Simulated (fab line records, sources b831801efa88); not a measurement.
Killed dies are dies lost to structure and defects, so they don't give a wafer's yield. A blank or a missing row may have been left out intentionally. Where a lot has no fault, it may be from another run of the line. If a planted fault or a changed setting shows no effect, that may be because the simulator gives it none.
Which tool is to blame? ; flow sky130 ; 7 lots with 21 wafers sampled at 2 steps, on a route of 708 steps

## WHAT THE GAUGES READ, wafer by wafer
SKY_LDD_LDN_TW_MEAS_13.
lot;measured;on;LDD_LDN_TW
L774;day 23 19:20;film_metro-01;1456 1461 1462
L775;day 24 11:53;film_metro-03;1468 1467 1478
L781;day 26 00:34;film_metro-03;1378 1386 1386 1381 1379 1378
L790;day 28 21:00;film_metro-02;1462 1459 1461
L792;day 29 14:10;film_metro-02;1459 1467 1463
L793;day 30 07:26;film_metro-03;1481 1484 1473
L796;day 31 00:16;film_metro-03;1461 1468 1459

## EACH LOT AND THE TOOL THAT RAN IT (in order: tool; ch and the chambers of the sampled wafers; start)
lot;SKY_LDD_LDN_IMPLANT_10
L774;implanter-04 ch 0, day 23 18:56
L775;implanter-04 ch 0, day 24 11:29
L781;implanter-03 ch 0, day 26 00:13
L790;implanter-01 ch 0, day 28 20:38
L792;implanter-04 ch 0, day 29 13:46
L793;implanter-03 ch 0, day 30 07:02
L796;implanter-01 ch 0, day 30 23:54
- SKY_LDD_LDN_IMPLANT_10

## THE ANSWER, worked out from the rows above alone
Rule: the lots themselves supply what counts as usual. Put in order of their means at a reading, lots are off if they are a third of the lots or fewer, leave a main group of 4 or more, and stand apart from it by a gap of 3 or more times the standard deviation of the main group's means; of several such gaps the widest counts. Not used: any main group whose means are identical at the precision the tables above print for the reading. Also off: a lot with no number at a reading for which 4 or more lots have one. Any other lot the step has rows for is counted as sound.
Off: L781, at SKY_LDD_LDN_TW_MEAS_13 (LDD_LDN_TW). The main group: mean 1466, standard deviation 7.
If a tool, at a process step before that reading, ran all the lots that are off and no sound lot after the first of them, it fits. Those tools and the gauges at SKY_LDD_LDN_TW_MEAS_13 are tried in the same way. Not one of the candidates tried fits.

## WHAT THE SIMULATOR PUT IN
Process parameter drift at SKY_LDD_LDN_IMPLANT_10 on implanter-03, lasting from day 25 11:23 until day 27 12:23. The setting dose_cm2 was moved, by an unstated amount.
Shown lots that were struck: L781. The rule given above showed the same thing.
